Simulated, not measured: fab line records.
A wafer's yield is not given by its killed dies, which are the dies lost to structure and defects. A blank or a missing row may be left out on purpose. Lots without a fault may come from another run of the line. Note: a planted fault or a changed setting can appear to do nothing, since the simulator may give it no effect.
fab line records | flow sky130
record: lots: 12 wafers: 35 lastDay: 50
route steps=708 shown VIA2@509 VIA4@639 METAL5@662 PAD_OPEN@708
lots untouched by any fault: they come from a run of this same line in which no faults occurred
startH: hours from the record's opening day to when the first of the lot's shown wafers began | waitH: hours since the lot's step before | " identical to the entry in the row above | L1.1+2: a single row standing in for several wafers | - either no value or no given start | * or withheld: withheld | < > ~ a bound
route shown NAME@n: NAME is a module with steps in the file, n the number in the route of the first one | usual: mean/standard deviation of fault-free wafers | same: alike in all rows | chamber/n: place in a boat | sites: the reading at each site | _std_site: standard deviation across them | _edge_site: outer sites' mean less inner sites' | radiusMm: for every site, how far away it sits from the centre of the wafer | mask NAME#n: copy n | behind: tool/chamber where the wafer was last shaped | hold: why the lot was held/for how many hours/how that ended | device: the n, p or np transistor that did not switch | end of line: tests of these same wafers at the route's end | for a step that has no rows: nothing shown but its recipe | killed: count of dies lost to structure and defects at first sort (not the wafer's yield) | map: dies across one wafer; x = killed, . = not, _ = none there
set.NAME: the setting that was run; set.NAME@STEP: the one run at that earlier step | model.NAME: the simulator's own value behind a step, which no gauge read
route steps across a sampled set of lots; one table per step, one row per wafer
services: the hour from which a tool's chamber was out of use, counted from the record's first day as startH (under 0 if before that day), plus the number of hours and why
== steps ==
step: SKY_VIA2_CMP_02
recipe: material: SiO2 downForcePsi: 4 platenRpm: 60 padVelocityMS: 0.94248
usual: motorCurrentA: 12.7/1.1
columns lot.wafer tool chamber startH waitH motorCurrentA
L196.4 cmp-01 1 828.62 0.0 14.2
L196.2 " 0 " " 11.8
L196.6 " 2 " " 13.0
L198.1 cmp-02 1 852.28 0.2 12.7
L198.6 " 2 " " 12.8
L198.5 " 3 " " 10.8
L199.1 cmp-02 3 854.12 0.1 11.1
L199.2 " 0 " " 14.1
L199.6 " 2 " " 12.9
L201.4 cmp-01 0 870.69 0.1 12.3
L201.3 " 1 " " 13.5
L201.5 " 3 " " 13.5
L202.1 cmp-02 1 873.57 0.1 13.0
L202.4 " 0 " " 14.9
L202.5 " 2 " " 12.1
L204.3 cmp-01 2 891.75 0.0 13.3
L204.6 " 2 " " 13.5
L204.5 " 3 " " 13.4
L205.1 cmp-01 0 903.31 0.1 12.1
L205.5 " 0 " " 12.2
L205.6 " 1 " " 13.4
L206.3 cmp-01 1 909.36 0.0 12.9
L206.4 " 3 " " 12.4
L206.1 " 0 " " 12.0
L207.1 cmp-02 1 919.17 0.1 12.2
L207.3 " 2 " " 12.2
L207.5 " 0 " " 15.0
L208.3 cmp-02 1 919.86 0.1 12.7
L208.5 " 3 " " 10.7
L208.6 " 0 " " 14.7
L215.6 cmp-01 3 966.56 0.2 12.4
L215.5 " 0 " " 11.7
L217.4 cmp-01 1 979.88 0.5 13.3
L217.2 " 2 " " 12.9
L217.5 " 2 " " 11.9
step: SKY_VIA2_CD_MEAS_12
recipe: targetCdNm: 200
usual: cdNm: 200.2/1.7
columns lot.wafer tool chamber startH waitH cdNm
L196.2 cdSem-02 - 855.23 - 196.8
L196.4 " - " " 198.1
L196.6 " - " " 198.1
L198.1 cdSem-02 - 878.30 - 196.5
L198.5 " - " " 196.3
L198.6 " - " " 197.3
L199.1 cdSem-01 - 880.78 - 202.0
L199.2 " - " " 202.1
L199.6 " - " " 201.2
L201.3 cdSem-02 - 896.53 - 200.3
L201.4 " - " " 199.7
L201.5 " - " " 200.1
L202.1 cdSem-01 - 900.11 - 202.3
L202.4 " - " " 202.8
L202.5 " - " " 201.1
L204.3 cdSem-02 - 917.08 - 198.9
L204.5 " - " " 198.5
L204.6 " - " " 199.8
L205.1 cdSem-01 - 928.19 - 201.4
L205.5 " - " " 199.7
L205.6 " - " " 202.1
L206.1 cdSem-02 - 934.84 - 201.4
L206.3 " - " " 198.8
L206.4 " - " " 202.1
L207.1 cdSem-02 - 943.84 - 199.5
L207.3 " - " " 199.1
L207.5 " - " " 200.4
L208.3 cdSem-02 - 944.94 - 202.0
L208.5 " - " " 201.1
L208.6 " - " " 201.2
L215.5 cdSem-01 - 990.23 - 199.8
L215.6 " - " " 199.0
L217.2 cdSem-02 - 1004.48 - 200.1
L217.4 " - " " 199.9
L217.5 " - " " 200.3
step: SKY_VIA4_HDPCVD_00
recipe: material: SiO2 targetThkNm: 1750 sigmaOpenFrac: 0.3 timeS: 291.7 tempC: 400 sih4FlowSccm: 60 pressureMtorr: 6
usual: runLengthS: 319.4/0.45
columns lot.wafer tool chamber startH waitH runLengthS
L196.2 hdpcvd-02 2 988.67 0.0 318.9
L196.4 " 1 " " 319.5
L196.6 " 2 " " 319.2
L198.1 hdpcvd-02 1 1008.02 0.0 319.2
L198.5 " 2 " " 318.9
L198.6 " 1 " " 320.0
L199.1 hdpcvd-01 1 1012.40 0.0 320.0
L199.2 " 0 " " 319.6
L199.6 " 1 " " 319.3
L201.3 hdpcvd-02 0 1023.94 0.0 319.4
L201.4 " 2 " " 318.6
L201.5 " 0 " " 319.1
L202.1 hdpcvd-02 1 1028.41 0.0 319.3
L202.4 " 1 " " 319.4
L202.5 " 2 " " 318.4
L204.3 hdpcvd-02 0 1044.36 0.0 319.4
L204.5 " 1 " " 319.5
L204.6 " 0 " " 319.4
L205.1 hdpcvd-01 2 1053.48 0.0 319.5
L205.5 " 1 " " 319.3
L205.6 " 0 " " 319.5
L206.1 hdpcvd-02 2 1057.50 0.0 319.0
L206.3 " 0 " " 319.0
L206.4 " 1 " " 319.6
L207.1 hdpcvd-02 1 1066.97 0.0 319.3
L207.3 " 0 " " 319.4
L207.5 " 0 " " 319.3
L208.3 hdpcvd-01 0 1069.87 0.0 319.3
L208.5 " 1 " " 319.4
L208.6 " 0 " " 319.9
L215.5 hdpcvd-01 2 1108.10 0.1 306.7
L215.6 " 1 " " 319.3
L217.2 hdpcvd-01 2 1121.36 0.0 319.5
L217.4 " 1 " " 319.5
L217.5 " 2 " " 307.1
step: SKY_VIA4_THK_MEAS_01
recipe: reads: SiO2_of_VIA4_HDPCVD_00
usual: VIA4_HDPCVD_THK: 1748/36
columns lot.wafer tool chamber startH waitH VIA4_HDPCVD_THK[nm]
L196.2 filmMetro-01 - 988.86 0.1 1772
L196.4 " - " " 1806
L196.6 " - " " 1793
L198.1 filmMetro-01 - 1008.20 0.1 1802
L198.5 " - " " 1774
L198.6 " - " " 1795
L199.1 filmMetro-02 - 1012.57 0.1 1758
L199.2 " - " " 1740
L199.6 " - " " 1762
L201.3 filmMetro-01 - 1024.14 0.1 1763
L201.4 " - " " 1766
L201.5 " - " " 1757
L202.1 filmMetro-01 - 1028.58 0.1 1760
L202.4 " - " " 1787
L202.5 " - " " 1796
L204.3 filmMetro-02 - 1044.56 0.1 1795
L204.5 " - " " 1774
L204.6 " - " " 1755
L205.1 filmMetro-02 - 1053.66 0.1 1712
L205.5 " - " " 1718
L205.6 " - " " 1703
L206.1 filmMetro-03 - 1057.68 0.1 1768
L206.3 " - " " 1789
L206.4 " - " " 1769
L207.1 filmMetro-02 - 1067.15 0.1 1802
L207.3 " - " " 1767
L207.5 " - " " 1787
L208.3 filmMetro-01 - 1070.07 0.1 1703
L208.5 " - " " 1720
L208.6 " - " " 1720
L215.5 filmMetro-01 - 1108.23 0.0 1645
L215.6 " - " " 1733
L217.2 filmMetro-03 - 1121.64 0.2 1726
L217.4 " - " " 1725
L217.5 " - " " 1629
step: SKY_METAL5_SPUTTER_01
recipe: material: TiN targetThkNm: 20 powerW: 6500 timeS: 16.7 chamberPressurePa: 0.4
usual: throttleValvePct: 30.3/1.1
columns lot.wafer tool chamber startH waitH throttleValvePct
L196.2 pvdSputter-04 - 1013.70 0.0 30.6
L196.4 " - " " 28.7
L196.6 " - " " 29.0
L198.1 pvdSputter-02 - 1032.67 0.0 28.8
L198.5 " - " " 28.9
L198.6 " - " " 29.5
L199.1 pvdSputter-01 - 1037.01 0.0 31.5
L199.2 " - " " 31.9
L199.6 " - " " 31.6
L201.3 pvdSputter-04 - 1047.92 0.0 30.8
L201.4 " - " " 30.3
L201.5 " - " " 30.9
L202.1 pvdSputter-02 - 1052.41 0.0 29.8
L202.4 " - " " 31.0
L202.5 " - " " 29.8
L204.3 pvdSputter-01 - 1068.56 0.0 31.6
L204.5 " - " " 31.8
L204.6 " - " " 31.4
L205.1 pvdSputter-01 - 1077.24 0.0 32.0
L205.5 " - " " 31.3
L205.6 " - " " 31.8
L206.1 pvdSputter-04 - 1081.29 0.0 30.4
L206.3 " - " " 29.9
L206.4 " - " " 28.7
L207.1 pvdSputter-04 - 1090.61 0.0 28.8
L207.3 " - " " 30.2
L207.5 " - " " 28.8
L208.3 pvdSputter-02 - 1093.06 0.0 29.7
L208.5 " - " " 31.0
L208.6 " - " " 30.0
L215.5 pvdSputter-02 - 1129.42 0.0 31.1
L215.6 " - " " 28.9
L217.2 pvdSputter-04 - 1141.66 0.0 28.7
L217.4 " - " " 30.1
L217.5 " - " " 29.9
step: SKY_PAD_OPEN_PROBE_99
usual: defectLimitedYield: 82.3/2.1 killed_at_M0_to_M3: 45/6.9 killed_at_M4_up: 3.1/1.7 killedAtContacts: 24/5.7 killedAtFrontEnd: 15/4.6 killedAtOther: 0.3/0.57 killedDies: 87/10 killedOpen: 48/7.4 killedShort: 39/6.7 sort_bin_3_pad_short: 0.9/0.41 sort_bin_5_function: 10.4/1.5 sort_bin_6_memory: 6.4/1.1 sortNPass: 405/10 sortYieldPct: 82.3/2.1
same: grossDies: 492 killedAtBackSide: 0 sort_bin_4_leakage[%]: 0 sort_bin_8_speed[%]: 0
columns lot.wafer tool chamber startH waitH defectLimitedYield[%] killed_at_M0_to_M3 killed_at_M4_up killedAtContacts killedAtFrontEnd killedAtOther killedDies killedOpen killedShort sort_bin_3_pad_short[%] sort_bin_5_function[%] sort_bin_6_memory[%] sortNPass sortYieldPct[%]
L202.1 prober-01 - 1118.77 0.1 84.3 40 4 21 12 0 77 43 34 0.2 8.7 6.7 415 84.3
L202.4 prober-01 - 1118.92 0.2 81.5 54 4 17 16 0 91 56 35 1.4 10.0 7.1 401 81.5
L202.5 prober-01 - 1118.97 0.2 82.3 54 3 16 14 0 87 43 44 1.0 9.1 7.5 405 82.3
L208.3 prober-02 - 1156.07 0.2 86.8 33 3 16 11 2 65 32 33 0.6 8.3 4.3 427 86.8
L208.5 prober-02 - 1156.17 0.2 81.5 51 4 19 17 0 91 39 52 0.6 11.2 6.7 401 81.5
L208.6 prober-02 - 1156.22 0.2 84.6 42 4 14 15 1 76 38 37 0.6 10.4 4.5 416 84.6
L215.5 prober-02 - 1187.27 0.2 82.1 40 2 32 14 0 88 48 40 0.8 10.6 6.5 404 82.1
L215.6 prober-02 - 1187.32 0.2 81.3 42 3 30 16 1 92 53 39 1.4 10.8 6.5 400 81.3
killed by level:class
L202.1 VIA1:geometricParticle:open=10 CONTACT:geometricParticle:open=9 LI_CONTACT:geometricParticle:open=6 FIELD_ISO:geometricParticle:short=5 VIA1:geometricParticle:short=5 LI_CONTACT:geometricParticle:short=4 METAL1:geometricParticle:short=4 METAL2:geometricParticle:short=4
L202.4 VIA2:geometricParticle:open=13 VIA3:geometricParticle:open=11 VIA1:geometricParticle:open=10 CONTACT:geometricParticle:open=7 CONTACT:geometricParticle:short=6 METAL2:geometricParticle:short=6 POLY_GATE:geometricParticle:open=4 VIA1:geometricParticle:short=4
L202.5 VIA1:geometricParticle:open=14 VIA2:geometricParticle:open=9 METAL2:geometricParticle:short=8 VIA3:geometricParticle:open=6 FIELD_ISO:geometricParticle:short=5 LOCAL_INTERCONNECT:geometricParticle:short=4 CONTACT:geometricParticle:short=4 SPACER:geometricParticle:short=3
L208.3 VIA1:geometricParticle:short=7 VIA3:geometricParticle:open=6 LI_CONTACT:geometricParticle:open=5 VIA1:geometricParticle:open=5 METAL2:geometricParticle:short=5 CONTACT:geometricParticle:open=4 LOCAL_INTERCONNECT:geometricParticle:short=4 FIELD_ISO:geometricParticle:open=3
L208.5 METAL2:geometricParticle:short=12 VIA1:geometricParticle:open=9 POLY_GATE:geometricParticle:short=6 LI_CONTACT:geometricParticle:open=6 METAL1:geometricParticle:short=6 VIA1:geometricParticle:short=6 VIA2:geometricParticle:open=6 CONTACT:geometricParticle:open=5
L208.6 VIA1:geometricParticle:open=13 CONTACT:geometricParticle:open=6 POLY_GATE:geometricParticle:short=5 VIA2:geometricParticle:open=5 LOCAL_INTERCONNECT:geometricParticle:short=4 METAL2:geometricParticle:short=4 METAL4:geometricParticle:short=4 METAL3:geometricParticle:short=4
L215.5 CONTACT:geometricParticle:open=15 CONTACT:geometricParticle:short=9 VIA2:geometricParticle:open=9 VIA1:geometricParticle:open=7 LI_CONTACT:geometricParticle:open=6 METAL2:geometricParticle:short=6 POLY_GATE:geometricParticle:short=5 METAL1:geometricParticle:short=4
L215.6 VIA1:geometricParticle:open=10 CONTACT:geometricParticle:open=8 VIA2:geometricParticle:open=7 LI_CONTACT:geometricParticle:open=6 METAL2:geometricParticle:short=6 LI_CONTACT:geometricParticle:short=5 CONTACT:geometricParticle:short=5 VIA3:geometricParticle:open=5
== services ==
columns tool chamber startH hours kind
hdpcvd-02 2 809.83 1.9 repair
hdpcvd-02 - 830.60 0.8 repair
cmp-01 - 837.09 6.3 pm
cmp-02 - 839.33 0.5 repair
hdpcvd-02 - 842.46 1.6 repair
hdpcvd-02 0 842.65 4.0 repair
cmp-01 - 846.65 2.5 repair
cmp-01 - 851.60 1.3 repair
cmp-02 - 866.45 0.8 repair
cmp-02 - 870.16 0.2 repair
hdpcvd-02 2 870.37 4.2 repair
pvdSputter-04 - 880.82 6.8 repair
cmp-02 - 891.69 0.5 repair
cmp-01 - 913.18 1.4 repair
hdpcvd-02 - 950.25 15.0 pm
hdpcvd-02 - 953.42 0.8 repair
hdpcvd-02 - 981.87 1.5 repair
cmp-01 - 1056.83 1.6 repair
cmp-01 - 1068.69 2.5 repair
cmp-01 - 1083.20 4.0 pm
cmp-01 - 1096.25 1.2 repair
cmp-01 - 1116.48 5.2 pm
hdpcvd-02 - 1127.55 5.5 pm
cmp-01 - 1127.93 17.8 pm
== key ==
firstSign: step: SKY_VIA4_HDPCVD_00 reading: runLengthS direction: down sigmas: 28 usual: * struck: *
effect: step: SKY_VIA4_THK_MEAS_01 reading: VIA4_HDPCVD_THK direction: down sigmas: 3.1 usual: 1748 struck: 1637
metAt SKY_VIA4_HDPCVD_00
struckLots L215,L217
struckWafers L215.5,L217.5
notActingAt SKY_VIA2_CMP_02,SKY_VIA2_CD_MEAS_12,SKY_METAL5_SPUTTER_01
onsetBetween 1069.87 1108.10
fault: kind: processParameterDrift tool: hdpcvd-01 chamber: - onsetH: 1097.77 steps: SKY_VIA4_HDPCVD_00 channel: timeS offset: * shape: step endH: 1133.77 scope: struckWafersOnly actsIn: * stated: *
